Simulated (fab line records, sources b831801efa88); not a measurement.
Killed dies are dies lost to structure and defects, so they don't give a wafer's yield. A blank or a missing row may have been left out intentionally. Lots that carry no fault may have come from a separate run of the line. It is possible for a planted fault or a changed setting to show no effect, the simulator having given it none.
fab line records + flow sky130
[record]
- lots = 14
- wafers = 42
- last_day = 50
route steps=708 shown SONOS_ONO@182 LDD_N@244 LDD_P@263 LDD_HVN@276
lots that met no fault: taken from a fault-free run of the same line
start_h: hours from the record's opening day to when the first of the lot's shown wafers began + wait_h: how many hours have passed since the lot's step before this one + " the same as in the row above + L1.1+2: a single row standing in for several wafers + - value missing, or start not given + * or withheld: withheld + < > ~ a bound
route shown NAME@n: names a module that has steps shown in the file, with the first one's number in the route + usual: mean/standard deviation of fault-free wafers + same: alike in all rows + chamber/n: place in a boat + sites: per-site readings + _std_site: the standard deviation of these + _edge_site: inner sites' mean taken away from outer sites' mean + radius_mm: how far each site lies from the wafer's centre + mask NAME#n: copy n + behind: the last tool/chamber to shape the wafer + hold: why the lot was held/for how many hours/how that ended + device: transistor that didn't switch, given as n, p or np + end of line: tests of these same wafers at the route's end + for a step that has no rows: nothing shown but its recipe + killed: at the first sort, the dies lost to defects and structure; wafer yield is something else + map: a wafer's dies, marking killed ones x, the rest . and places with no die _
set.NAME: the run value of the setting; set.NAME@STEP: its run value at that earlier step + model.NAME: the simulator's own value behind a step, which no gauge read
the route's steps for a sample of lots (tables are steps, rows are wafers)
services: from which hour (start_h, from the record's first day; less than 0 if before it) a tool's chamber was out of use, for how many hours, and why
[[steps]]
[step SKY_SONOS_ONO_OVL_MEAS_14]
[usual]
- SONOS_ONO_OVL = -0.6/1.5
| lot.wafer | tool       | chamber | start_h | wait_h | SONOS_ONO_OVL[nm] |
|-----------|------------|---------|---------|--------|-------------------|
| L813.2    | overlay-02 | -       | 273.54  | 0.1    | -2.0              |
| L813.3    | "          | -       | "       | "      | -2.8              |
| L813.4    | "          | -       | "       | "      | -2.7              |
| L816.1    | overlay-01 | -       | 301.18  | 0.1    | 0.1               |
| L816.3    | "          | -       | "       | "      | -1.2              |
| L816.5    | "          | -       | "       | "      | 0.2               |
| L819.1    | overlay-02 | -       | 327.58  | 0.1    | -1.2              |
| L819.3    | "          | -       | "       | "      | 0.1               |
| L819.5    | "          | -       | "       | "      | -0.5              |
| L820.1    | overlay-02 | -       | 340.03  | 0.1    | -1.7              |
| L820.2    | "          | -       | "       | "      | -3.7              |
| L820.4    | "          | -       | "       | "      | -1.9              |
| L821.2    | overlay-01 | -       | 345.09  | 0.1    | -1.9              |
| L821.4    | "          | -       | "       | "      | -1.5              |
| L821.6    | "          | -       | "       | "      | -3.1              |
| L822.3    | overlay-01 | -       | 356.05  | 0.1    | 0.5               |
| L822.4    | "          | -       | "       | "      | -1.2              |
| L822.5    | "          | -       | "       | "      | -0.6              |
| L823.3    | overlay-01 | -       | 360.79  | 0.1    | 2.2               |
| L823.4    | "          | -       | "       | "      | 0.2               |
| L823.5    | "          | -       | "       | "      | 1.6               |
| L825.4    | overlay-02 | -       | 380.90  | 0.1    | 1.5               |
| L825.5    | "          | -       | "       | "      | 0.1               |
| L825.6    | "          | -       | "       | "      | -2.3              |
| L827.1    | overlay-01 | -       | 395.73  | 0.1    | -0.1              |
| L827.3    | "          | -       | "       | "      | -2.2              |
| L827.4    | "          | -       | "       | "      | -0.7              |
| L828.1    | overlay-02 | -       | 402.43  | 0.1    | -3.0              |
| L828.4    | "          | -       | "       | "      | -2.9              |
| L828.6    | "          | -       | "       | "      | -1.0              |
| L833.2    | overlay-02 | -       | 451.88  | 0.1    | -0.6              |
| L833.3    | "          | -       | "       | "      | -1.1              |
| L833.6    | "          | -       | "       | "      | 0.4               |
| L834.1    | overlay-02 | -       | 456.00  | 0.1    | 0.0               |
| L834.4    | "          | -       | "       | "      | 0.5               |
| L834.5    | "          | -       | "       | "      | -0.3              |
| L835.1    | overlay-01 | -       | 460.03  | 0.1    | 1.1               |
| L835.3    | "          | -       | "       | "      | 1.8               |
| L835.4    | "          | -       | "       | "      | 0.8               |
| L836.2    | overlay-01 | -       | 468.33  | 0.1    | -2.0              |
| L836.3    | "          | -       | "       | "      | -2.1              |
| L836.6    | "          | -       | "       | "      | -2.5              |
[step SKY_LDD_N_OVL_MEAS_07]
[usual]
- LDD_N_OVL = 0.1/1.5
| lot.wafer | tool       | chamber | start_h | wait_h | LDD_N_OVL[nm] |
|-----------|------------|---------|---------|--------|---------------|
| L813.2    | overlay-01 | -       | 394.87  | 0.1    | 1.3           |
| L813.3    | "          | -       | "       | "      | -0.8          |
| L813.4    | "          | -       | "       | "      | 0.8           |
| L816.1    | overlay-01 | -       | 429.81  | 0.1    | 0.2           |
| L816.3    | "          | -       | "       | "      | 2.1           |
| L816.5    | "          | -       | "       | "      | 1.8           |
| L819.1    | overlay-02 | -       | 454.96  | 0.1    | 1.2           |
| L819.3    | "          | -       | "       | "      | 0.3           |
| L819.5    | "          | -       | "       | "      | 1.0           |
| L820.1    | overlay-01 | -       | 469.61  | 0.1    | -0.2          |
| L820.2    | "          | -       | "       | "      | -2.2          |
| L820.4    | "          | -       | "       | "      | 0.2           |
| L821.2    | overlay-02 | -       | 474.72  | 0.1    | -0.8          |
| L821.4    | "          | -       | "       | "      | -0.5          |
| L821.6    | "          | -       | "       | "      | 1.9           |
| L822.3    | overlay-01 | -       | 487.32  | 0.1    | -0.8          |
| L822.4    | "          | -       | "       | "      | 0.5           |
| L822.5    | "          | -       | "       | "      | -2.0          |
| L823.3    | overlay-02 | -       | 495.67  | 0.1    | -0.7          |
| L823.4    | "          | -       | "       | "      | -0.2          |
| L823.5    | "          | -       | "       | "      | -1.9          |
| L825.4    | overlay-01 | -       | 512.33  | 0.1    | -2.5          |
| L825.5    | "          | -       | "       | "      | -1.3          |
| L825.6    | "          | -       | "       | "      | -2.8          |
| L827.1    | overlay-01 | -       | 529.01  | 0.1    | -1.7          |
| L827.3    | "          | -       | "       | "      | 1.1           |
| L827.4    | "          | -       | "       | "      | -0.9          |
| L828.1    | overlay-02 | -       | 533.06  | 0.1    | -2.0          |
| L828.4    | "          | -       | "       | "      | -2.3          |
| L828.6    | "          | -       | "       | "      | -2.4          |
| L833.2    | overlay-01 | -       | 584.87  | 0.1    | 2.4           |
| L833.3    | "          | -       | "       | "      | 1.8           |
| L833.6    | "          | -       | "       | "      | 0.8           |
| L834.1    | overlay-01 | -       | 586.56  | 0.1    | -0.7          |
| L834.4    | "          | -       | "       | "      | 0.2           |
| L834.5    | "          | -       | "       | "      | -0.6          |
| L835.1    | overlay-01 | -       | 591.16  | 0.1    | 1.2           |
| L835.3    | "          | -       | "       | "      | 0.9           |
| L835.4    | "          | -       | "       | "      | 0.6           |
| L836.2    | overlay-01 | -       | 597.46  | 0.1    | 0.7           |
| L836.3    | "          | -       | "       | "      | -0.1          |
| L836.6    | "          | -       | "       | "      | 1.6           |
[step SKY_LDD_P_OVL_MEAS_08]
[usual]
- LDD_P_OVL = 0.3/1.3
| lot.wafer | tool       | chamber | start_h | wait_h | LDD_P_OVL[nm] |
|-----------|------------|---------|---------|--------|---------------|
| L813.2    | overlay-02 | -       | 425.61  | 0.1    | -1.2          |
| L813.3    | "          | -       | "       | "      | -0.2          |
| L813.4    | "          | -       | "       | "      | -0.5          |
| L816.1    | overlay-02 | -       | 462.63  | 0.1    | -0.6          |
| L816.3    | "          | -       | "       | "      | 0.1           |
| L816.5    | "          | -       | "       | "      | -2.4          |
| L819.1    | overlay-01 | -       | 486.83  | 0.1    | -1.3          |
| L819.3    | "          | -       | "       | "      | 0.5           |
| L819.5    | "          | -       | "       | "      | 2.1           |
| L820.1    | overlay-01 | -       | 500.86  | 0.1    | -1.0          |
| L820.2    | "          | -       | "       | "      | 0.2           |
| L820.4    | "          | -       | "       | "      | 0.9           |
| L821.2    | overlay-02 | -       | 507.01  | 0.1    | 3.4           |
| L821.4    | "          | -       | "       | "      | 3.6           |
| L821.6    | "          | -       | "       | "      | 2.4           |
| L822.3    | overlay-01 | -       | 519.24  | 0.1    | 2.0           |
| L822.4    | "          | -       | "       | "      | 2.4           |
| L822.5    | "          | -       | "       | "      | 2.5           |
| L823.3    | overlay-02 | -       | 527.87  | 0.1    | -0.8          |
| L823.4    | "          | -       | "       | "      | 0.2           |
| L823.5    | "          | -       | "       | "      | 0.6           |
| L825.4    | overlay-02 | -       | 544.02  | 0.1    | 1.4           |
| L825.5    | "          | -       | "       | "      | 0.3           |
| L825.6    | "          | -       | "       | "      | 1.0           |
| L827.1    | overlay-02 | -       | 560.88  | 0.1    | 1.1           |
| L827.3    | "          | -       | "       | "      | 0.4           |
| L827.4    | "          | -       | "       | "      | -0.4          |
| L828.1    | overlay-01 | -       | 564.78  | 0.1    | 0.3           |
| L828.4    | "          | -       | "       | "      | -0.8          |
| L828.6    | "          | -       | "       | "      | 0.8           |
| L833.2    | overlay-01 | -       | 615.26  | 0.1    | 0.9           |
| L833.3    | "          | -       | "       | "      | 0.5           |
| L833.6    | "          | -       | "       | "      | 0.2           |
| L834.1    | overlay-02 | -       | 616.98  | 0.1    | 3.1           |
| L834.4    | "          | -       | "       | "      | 2.4           |
| L834.5    | "          | -       | "       | "      | 1.3           |
| L835.1    | overlay-01 | -       | 620.83  | 0.1    | 0.2           |
| L835.3    | "          | -       | "       | "      | 0.3           |
| L835.4    | "          | -       | "       | "      | 0.5           |
| L836.2    | overlay-01 | -       | 627.13  | 0.1    | -0.2          |
| L836.3    | "          | -       | "       | "      | 2.5           |
| L836.6    | "          | -       | "       | "      | -0.3          |
[step SKY_LDD_P_STRIP_10]
[recipe]
- chemistry = O2/N2
- power_w = 1400
- pressure_mtorr = 1500
- platen_temp_c = withheld
- o2_flow_sccm = 3000
- n2_flow_sccm = 300
- overash_fraction = 0.5
[usual]
- chamber_pressure_mTorr = 1499.9/1.5
- drypump_motor_current_A = 5.7/0.58
- oes_product_au = 0.716/0.0043
- strip_time_to_endpoint_s = 14.21/0.044
| lot.wafer | tool            | chamber | start_h | wait_h | chamber_pressure_mTorr | drypump_motor_current_A | oes_product_au | rf_hours_counter_h | strip_time_to_endpoint_s |
|-----------|-----------------|---------|---------|--------|------------------------|-------------------------|----------------|--------------------|--------------------------|
| L813.2    | plasma_asher-02 | 1       | 425.79  | 0.1    | 1498.2                 | 6.4                     | 0.717          | 73                 | 14.15                    |
| L813.3    | "               | 1       | "       | "      | 1499.2                 | 6.4                     | 0.718          | -                  | 14.20                    |
| L813.4    | "               | 0       | "       | "      | 1498.6                 | 5.8                     | 0.708          | -                  | 14.13                    |
| L816.1    | plasma_asher-01 | 0       | 462.82  | 0.1    | 1501.1                 | 4.8                     | 0.719          | 3                  | 14.23                    |
| L816.3    | "               | 0       | "       | "      | 1499.3                 | 4.8                     | 0.716          | -                  | 14.21                    |
| L816.5    | "               | 0       | "       | "      | 1500.7                 | 4.8                     | 0.718          | -                  | 14.20                    |
| L819.1    | plasma_asher-03 | 0       | 487.02  | 0.1    | 1499.3                 | 6.0                     | 0.721          | 68                 | 14.25                    |
| L819.3    | "               | 1       | "       | "      | 1501.3                 | 6.0                     | 0.717          | -                  | 14.20                    |
| L819.5    | "               | 1       | "       | "      | 1498.3                 | 6.1                     | 0.709          | -                  | 14.26                    |
| L820.1    | plasma_asher-01 | 1       | 501.04  | 0.1    | 1501.0                 | 5.0                     | 0.723          | 5                  | 14.22                    |
| L820.2    | "               | 0       | "       | "      | 1499.0                 | 4.8                     | 0.712          | 5                  | 14.19                    |
| L820.4    | "               | 1       | "       | "      | 1503.7                 | 5.0                     | 0.716          | -                  | 14.21                    |
| L821.2    | plasma_asher-01 | 0       | 507.19  | 0.1    | 1500.3                 | 4.8                     | 0.707          | 5                  | 14.25                    |
| L821.4    | "               | 1       | "       | "      | 1500.7                 | 5.0                     | 0.716          | -                  | 14.25                    |
| L821.6    | "               | 0       | "       | "      | 1504.7                 | 4.8                     | 0.725          | -                  | 14.25                    |
| L822.3    | plasma_asher-03 | 1       | 519.45  | 0.1    | 1501.3                 | 6.0                     | 0.713          | -                  | 14.20                    |
| L822.4    | "               | 0       | "       | "      | 1497.1                 | 6.0                     | 0.713          | -                  | 14.20                    |
| L822.5    | "               | 0       | "       | "      | 1500.0                 | 6.0                     | 0.718          | -                  | 14.23                    |
| L823.3    | plasma_asher-02 | 0       | 528.08  | 0.1    | 1498.9                 | 5.8                     | 0.722          | -                  | 14.22                    |
| L823.4    | "               | 1       | "       | "      | 1499.7                 | 6.4                     | 0.715          | -                  | 14.21                    |
| L823.5    | "               | 1       | "       | "      | 1500.6                 | 6.5                     | 0.714          | -                  | 14.18                    |
| L825.4    | plasma_asher-02 | 0       | 544.23  | 0.1    | 1499.3                 | 5.8                     | 0.714          | -                  | 14.26                    |
| L825.5    | "               | 0       | "       | "      | 1499.6                 | 5.8                     | 0.721          | -                  | 14.30                    |
| L825.6    | "               | 1       | "       | "      | 1500.4                 | 6.4                     | 0.716          | -                  | 14.24                    |
| L827.1    | plasma_asher-02 | 1       | 561.07  | 0.1    | -                      | -                       | -              | -                  | -                        |
| L827.3    | "               | 1       | "       | "      | -                      | -                       | -              | -                  | -                        |
| L827.4    | "               | 0       | "       | "      | -                      | -                       | -              | -                  | -                        |
| L828.1    | plasma_asher-01 | 0       | 564.96  | 0.1    | -                      | -                       | -              | -                  | -                        |
| L828.4    | "               | 0       | "       | "      | -                      | -                       | -              | -                  | -                        |
| L828.6    | "               | 1       | "       | "      | -                      | -                       | -              | -                  | -                        |
| L833.2    | plasma_asher-03 | 0       | 615.44  | 0.1    | 1500.2                 | 6.0                     | 0.720          | 81                 | 14.11                    |
| L833.3    | "               | 1       | "       | "      | 1499.3                 | 6.1                     | 0.718          | -                  | 14.14                    |
| L833.6    | "               | 0       | "       | "      | 1497.6                 | 6.0                     | 0.707          | -                  | 14.16                    |
| L834.1    | plasma_asher-01 | 0       | 617.17  | 0.1    | 1498.7                 | 4.8                     | 0.723          | 14                 | 14.17                    |
| L834.4    | "               | 1       | "       | "      | 1499.9                 | 5.0                     | 0.711          | -                  | 14.27                    |
| L834.5    | "               | 0       | "       | "      | 1497.9                 | 4.8                     | 0.721          | -                  | 14.22                    |
| L835.1    | plasma_asher-03 | 0       | 621.01  | 0.1    | 1502.0                 | 6.0                     | 0.714          | 82                 | 14.22                    |
| L835.3    | "               | 0       | "       | "      | 1500.2                 | 6.0                     | 0.713          | -                  | 14.23                    |
| L835.4    | "               | 1       | "       | "      | 1497.7                 | 6.0                     | 0.711          | -                  | 14.28                    |
| L836.2    | plasma_asher-02 | 1       | 627.31  | 0.1    | 1501.7                 | 6.5                     | 0.714          | 95                 | 14.13                    |
| L836.3    | "               | 0       | "       | "      | 1500.3                 | 5.8                     | 0.711          | -                  | 14.19                    |
| L836.6    | "               | 0       | "       | "      | 1498.8                 | 5.8                     | 0.712          | -                  | 14.14                    |
[step SKY_LDD_HVN_STRIP_09]
[recipe]
- chemistry = O2/N2
- power_w = 1400
- pressure_mtorr = 1500
- platen_temp_c = withheld
- o2_flow_sccm = 3000
- n2_flow_sccm = 300
- overash_fraction = 0.5
[usual]
- chamber_pressure_mTorr = 1499.9/1.3
- drypump_motor_current_A = 5.6/0.67
- oes_product_au = 0.409/0.0046
- strip_time_to_endpoint_s = 4.140/0.016
| lot.wafer | tool            | chamber | start_h | wait_h | chamber_pressure_mTorr | drypump_motor_current_A | oes_product_au | rf_hours_counter_h | strip_time_to_endpoint_s |
|-----------|-----------------|---------|---------|--------|------------------------|-------------------------|----------------|--------------------|--------------------------|
| L813.2    | plasma_asher-04 | 0       | 457.40  | 0.1    | 1503.6                 | 6.4                     | 0.407          | 34                 | 4.127                    |
| L813.3    | "               | 0       | "       | "      | 1500.7                 | 6.4                     | 0.414          | -                  | 4.126                    |
| L813.4    | "               | 1       | "       | "      | 1501.9                 | 4.9                     | 0.407          | -                  | 4.128                    |
| L816.1    | plasma_asher-04 | 1       | 493.77  | 0.1    | 1500.0                 | 5.0                     | 0.408          | 38                 | 4.140                    |
| L816.3    | "               | 1       | "       | "      | 1499.7                 | 4.9                     | 0.409          | -                  | 4.152                    |
| L816.5    | "               | 1       | "       | "      | 1499.5                 | 4.9                     | 0.411          | -                  | 4.146                    |
| L819.1    | plasma_asher-01 | 1       | 517.25  | 0.1    | 1501.0                 | 5.0                     | 0.407          | 6                  | 4.150                    |
| L819.3    | "               | 1       | "       | "      | 1499.5                 | 5.0                     | 0.410          | -                  | 4.138                    |
| L819.5    | "               | 0       | "       | "      | 1498.0                 | 4.8                     | 0.412          | -                  | 4.134                    |
| L820.1    | plasma_asher-04 | 1       | 531.65  | 0.2    | 1501.4                 | 4.9                     | 0.401          | 43                 | 4.158                    |
| L820.2    | "               | 0       | "       | "      | 1498.8                 | 6.4                     | 0.418          | 43                 | 4.154                    |
| L820.4    | "               | 1       | "       | "      | 1501.6                 | 4.9                     | 0.411          | -                  | 4.157                    |
| L821.2    | plasma_asher-02 | 0       | 537.90  | 0.1    | 1499.4                 | 5.8                     | 0.412          | 86                 | 4.130                    |
| L821.4    | "               | 1       | "       | "      | 1499.9                 | 6.4                     | 0.413          | -                  | 4.138                    |
| L821.6    | "               | 1       | "       | "      | 1500.9                 | 6.4                     | 0.404          | -                  | 4.156                    |
| L822.3    | plasma_asher-01 | 1       | 550.23  | 0.1    | 1501.9                 | 5.0                     | 0.412          | -                  | 4.145                    |
| L822.4    | "               | 0       | "       | "      | 1495.7                 | 4.9                     | 0.411          | -                  | 4.146                    |
| L822.5    | "               | 0       | "       | "      | 1500.9                 | 4.8                     | 0.403          | -                  | 4.183                    |
| L823.3    | plasma_asher-04 | 1       | 558.48  | 0.1    | 1499.2                 | 4.9                     | 0.416          | -                  | 4.144                    |
| L823.4    | "               | 0       | "       | "      | 1500.6                 | 6.4                     | 0.403          | -                  | 4.135                    |
| L823.5    | "               | 0       | "       | "      | 1501.3                 | 6.4                     | 0.417          | -                  | 4.135                    |
| L825.4    | plasma_asher-02 | 1       | 574.18  | 0.1    | 1499.8                 | 6.5                     | 0.411          | -                  | 4.145                    |
| L825.5    | "               | 0       | "       | "      | 1498.9                 | 5.8                     | 0.412          | -                  | 4.138                    |
| L825.6    | "               | 1       | "       | "      | 1502.5                 | 6.4                     | 0.409          | -                  | 4.147                    |
| L827.1    | plasma_asher-02 | 0       | 590.97  | 0.1    | 1498.9                 | 5.8                     | 0.719          | 91                 | 21.801                   |
| L827.3    | "               | 1       | "       | "      | 1498.2                 | 6.5                     | 0.722          | -                  | 21.863                   |
| L827.4    | "               | 0       | "       | "      | 1501.0                 | 5.8                     | 0.716          | -                  | 21.812                   |
| L828.1    | plasma_asher-02 | 0       | 594.27  | 0.1    | 1499.4                 | 5.8                     | 0.724          | 92                 | 21.750                   |
| L828.4    | "               | 1       | "       | "      | 1501.2                 | 6.5                     | 0.718          | -                  | 21.752                   |
| L828.6    | "               | 0       | "       | "      | 1499.4                 | 5.8                     | 0.717          | -                  | 21.764                   |
| L833.2    | plasma_asher-04 | 0       | 644.45  | 0.1    | 1500.3                 | 6.3                     | 0.402          | 53                 | 4.130                    |
| L833.3    | "               | 1       | "       | "      | 1500.0                 | 5.0                     | 0.404          | -                  | 4.139                    |
| L833.6    | "               | 1       | "       | "      | 1500.7                 | 5.0                     | 0.407          | -                  | 4.132                    |
| L834.1    | plasma_asher-01 | 0       | 646.60  | 0.1    | 1500.4                 | 4.9                     | 0.412          | 17                 | 4.122                    |
| L834.4    | "               | 1       | "       | "      | 1500.6                 | 5.0                     | 0.407          | -                  | 4.131                    |
| L834.5    | "               | 1       | "       | "      | 1498.8                 | 5.0                     | 0.416          | -                  | 4.154                    |
| L835.1    | plasma_asher-02 | 1       | 650.32  | 0.1    | 1499.9                 | 6.4                     | 0.403          | 97                 | 4.132                    |
| L835.3    | "               | 0       | "       | "      | 1498.7                 | 5.8                     | 0.410          | -                  | 4.138                    |
| L835.4    | "               | 1       | "       | "      | 1497.6                 | 6.4                     | 0.405          | -                  | 4.149                    |
| L836.2    | plasma_asher-01 | 0       | 657.20  | 0.1    | 1499.9                 | 4.8                     | 0.406          | 18                 | 4.158                    |
| L836.3    | "               | 1       | "       | "      | 1501.5                 | 5.0                     | 0.409          | -                  | 4.147                    |
| L836.6    | "               | 1       | "       | "      | 1499.5                 | 5.0                     | 0.410          | -                  | 4.140                    |
[step SKY_LDD_HVN_TW_MEAS_10]
[usual]
- LDD_HVN_TW = 1438/9.8
| lot.wafer | tool          | chamber | start_h | wait_h | LDD_HVN_TW |
|-----------|---------------|---------|---------|--------|------------|
| L813.2    | film_metro-02 | -       | 457.51  | 0.1    | 1457       |
| L813.3    | "             | -       | "       | "      | 1450       |
| L813.4    | "             | -       | "       | "      | 1451       |
| L816.1    | film_metro-01 | -       | 493.87  | 0.1    | 1431       |
| L816.3    | "             | -       | "       | "      | 1434       |
| L816.5    | "             | -       | "       | "      | 1431       |
| L819.1    | film_metro-01 | -       | 517.35  | 0.1    | 1429       |
| L819.3    | "             | -       | "       | "      | 1430       |
| L819.5    | "             | -       | "       | "      | 1429       |
| L820.1    | film_metro-01 | -       | 531.75  | 0.1    | 1446       |
| L820.2    | "             | -       | "       | "      | 1446       |
| L820.4    | "             | -       | "       | "      | 1443       |
| L821.2    | film_metro-01 | -       | 538.01  | 0.1    | 1434       |
| L821.4    | "             | -       | "       | "      | 1435       |
| L821.6    | "             | -       | "       | "      | 1441       |
| L822.3    | film_metro-04 | -       | 550.32  | 0.1    | 1440       |
| L822.4    | "             | -       | "       | "      | 1447       |
| L822.5    | "             | -       | "       | "      | 1440       |
| L823.3    | film_metro-04 | -       | 558.63  | 0.1    | 1429       |
| L823.4    | "             | -       | "       | "      | 1428       |
| L823.5    | "             | -       | "       | "      | 1433       |
| L825.4    | film_metro-02 | -       | 574.28  | 0.1    | 1442       |
| L825.5    | "             | -       | "       | "      | 1450       |
| L825.6    | "             | -       | "       | "      | 1448       |
| L827.1    | film_metro-01 | -       | 591.07  | 0.1    | 30         |
| L827.3    | "             | -       | "       | "      | 30         |
| L827.4    | "             | -       | "       | "      | 30         |
| L828.1    | film_metro-02 | -       | 594.37  | 0.1    | 30         |
| L828.4    | "             | -       | "       | "      | 30         |
| L828.6    | "             | -       | "       | "      | 30         |
| L833.2    | film_metro-04 | -       | 644.56  | 0.1    | 1437       |
| L833.3    | "             | -       | "       | "      | 1429       |
| L833.6    | "             | -       | "       | "      | 1431       |
| L834.1    | film_metro-02 | -       | 646.70  | 0.1    | 1441       |
| L834.4    | "             | -       | "       | "      | 1444       |
| L834.5    | "             | -       | "       | "      | 1441       |
| L835.1    | film_metro-02 | -       | 650.42  | 0.1    | 1446       |
| L835.3    | "             | -       | "       | "      | 1449       |
| L835.4    | "             | -       | "       | "      | 1448       |
| L836.2    | film_metro-01 | -       | 657.31  | 0.1    | 1435       |
| L836.3    | "             | -       | "       | "      | 1434       |
| L836.6    | "             | -       | "       | "      | 1431       |
[[services]]
| tool            | chamber | start_h | hours | kind       |
|-----------------|---------|---------|-------|------------|
| plasma_asher-01 | -       | 421.25  | 9.0   | pm         |
| plasma_asher-01 | 0       | 421.25  | 9.0   | vent_cycle |
| plasma_asher-01 | 1       | 421.25  | 9.0   | vent_cycle |
| plasma_asher-01 | 0       | 430.25  | -     | clean      |
| plasma_asher-01 | 1       | 430.25  | -     | clean      |
| plasma_asher-01 | -       | 468.55  | 28.1  | pm         |
| plasma_asher-01 | -       | 520.03  | 14.3  | repair     |
| plasma_asher-02 | -       | 555.53  | 0.7   | repair     |
| plasma_asher-03 | -       | 558.32  | 0.5   | repair     |
| plasma_asher-02 | -       | 582.49  | 1.9   | repair     |
[[key]]
[first_sign]
- step = SKY_LDD_P_STRIP_10
- reading = tool_record
- direction = missing
[effect]
- step = SKY_LDD_HVN_STRIP_09
- reading = strip_time_to_endpoint_s
- direction = up
- sigmas = 99+
- usual = *
- struck = *
[effect]
- step = SKY_LDD_HVN_TW_MEAS_10
- reading = LDD_HVN_TW
- direction = down
- sigmas = 99+
- usual = 1438
- struck = 30
met_at SKY_LDD_P_STRIP_10
struck_lots L827,L828
sort_left_out L827.1,L827.3,L827.4,L828.1,L828.4,L828.6
tester_left_out L827,L828
not_acting_at SKY_SONOS_ONO_OVL_MEAS_14,SKY_LDD_N_OVL_MEAS_07,SKY_LDD_P_OVL_MEAS_08
onset_between 544.23 561.07
[fault]
- kind = skipped_step_whole
- tool = plasma_asher-01,plasma_asher-02
- chamber = -
- onset_h = 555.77
- steps = SKY_LDD_P_STRIP_10
- scope = struck_lots_only
// tester_left_out: of these lots the tester's yield and bins aren't shown, on N5 and GAA mostly nor the transistor test; their killed dies are dies lost to structure and defects alone, not to doping, threshold or leakage, so they don't give the yield
// sort_left_out: the simulated sort isn't trusted on such a fault, so these wafers' sort isn't shown, and their yield isn't known
